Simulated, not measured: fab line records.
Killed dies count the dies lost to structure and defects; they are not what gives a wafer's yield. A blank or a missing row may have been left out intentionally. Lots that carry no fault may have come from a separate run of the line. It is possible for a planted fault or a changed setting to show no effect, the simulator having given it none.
Chamber matching | flow sfq-line | 4 sister chambers for SFQ_TRILAYER_I0_CMP_CMP_028 on cmp-02
The step polishes SiO2. 18 wafers are shown with their chamber, then 9 later ones without.

WAFERS WITH THEIR CHAMBER
wafer  | chamber | motor-current-A (A) | time-to-endpoint-s (s) | slurry-flow-ml-min
L817.1 | 2       | 10.5                | 216                    | 149.5
L817.2 | 1       | 8.9                 | 225                    | 150.1
L817.4 | 0       | 9.2                 | 221                    | 150.1
L818.1 | 2       | 10.3                | 200                    | 149.9
L818.3 | 0       | 9.3                 | 207                    | 150.9
L818.4 | 3       | 9.2                 | 224                    | 150.3
L819.4 | 2       | 10.2                | 218                    | 150.0
L819.3 | 0       | 9.5                 | 212                    | 149.5
L819.5 | 2       | 10.6                | 211                    | 149.0
L820.4 | 1       | 8.7                 | 230                    | 149.9
L820.5 | 2       | 10.2                | 212                    | 149.8
L820.6 | 1       | 8.9                 | 229                    | 150.3
L822.3 | 1       | 8.9                 | 231                    | 149.7
L822.4 | 0       | 9.6                 | 215                    | 150.2
L822.6 | 0       | 9.5                 | 214                    | 150.1
L828.3 | 3       | 10.6                | 217                    | 150.2
L828.5 | 3       | 9.6                 | 225                    | 150.2
L828.6 | 2       | 10.7                | 216                    | 150.7

SIGNATURES (means of the wafers above)
reading            | chamber 0 | chamber 1 | chamber 2 | chamber 3 | scatter within a chamber
motor-current-A    | 9.420     | 8.850     | 10.417    | 9.800     | 0.317
time-to-endpoint-s | 213.80    | 228.75    | 212.17    | 222.00    | 5.17
slurry-flow-ml-min | 150.160   | 150.000   | 149.817   | 150.233   | 0.446
Rule: a wafer lies at a distance from a chamber equal to the root of the sum of squares, over the readings, of (its reading less the chamber's mean, divided by the reading's scatter). If the next closest chamber is less than 2 further off than the closest, the wafer can't be placed; otherwise it belongs to the closest. How the scatter is found: for the shown wafers, subtract from each reading the mean of its chamber, square and add these, divide the total by (wafers less chambers), then take the root.

WAFERS WHOSE CHAMBER IS MISSING
wafer  | motor-current-A (A) | time-to-endpoint-s (s) | slurry-flow-ml-min
L829.2 | 10.2                | 218                    | 150.6
L829.4 | 10.8                | 220                    | 150.5
L829.3 | 8.8                 | 238                    | 150.5
L833.2 | 10.3                | 226                    | 150.6
L833.4 | 9.8                 | 232                    | 150.2
L833.6 | 10.1                | 210                    | 150.2
L834.3 | 10.4                | 215                    | 149.5
L834.4 | 9.0                 | 236                    | 149.1
L834.2 | 9.6                 | 232                    | 150.9

WHICH CHAMBER EACH WENT THROUGH
wafer  | from the rows above          | in truth
L829.2 | can't be placed: 3 or 2 or 0 | 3
L829.4 | can't be placed: 2 or 3      | 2
L829.3 | 1                            | 1
L833.2 | can't be placed: 3 or 2 or 0 | 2
L833.4 | can't be placed: 3 or 1 or 0 | 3
L833.6 | can't be placed: 2 or 0 or 3 | 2
L834.3 | can't be placed: 2 or 3      | 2
L834.4 | can't be placed: 1 or 3      | 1
L834.2 | can't be placed: 3 or 1 or 0 | 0
Placed correctly: 1 of 9. Cannot be placed on the basis of these rows: 8; the candidates contain the true chamber in 8. Placed wrongly: 0.
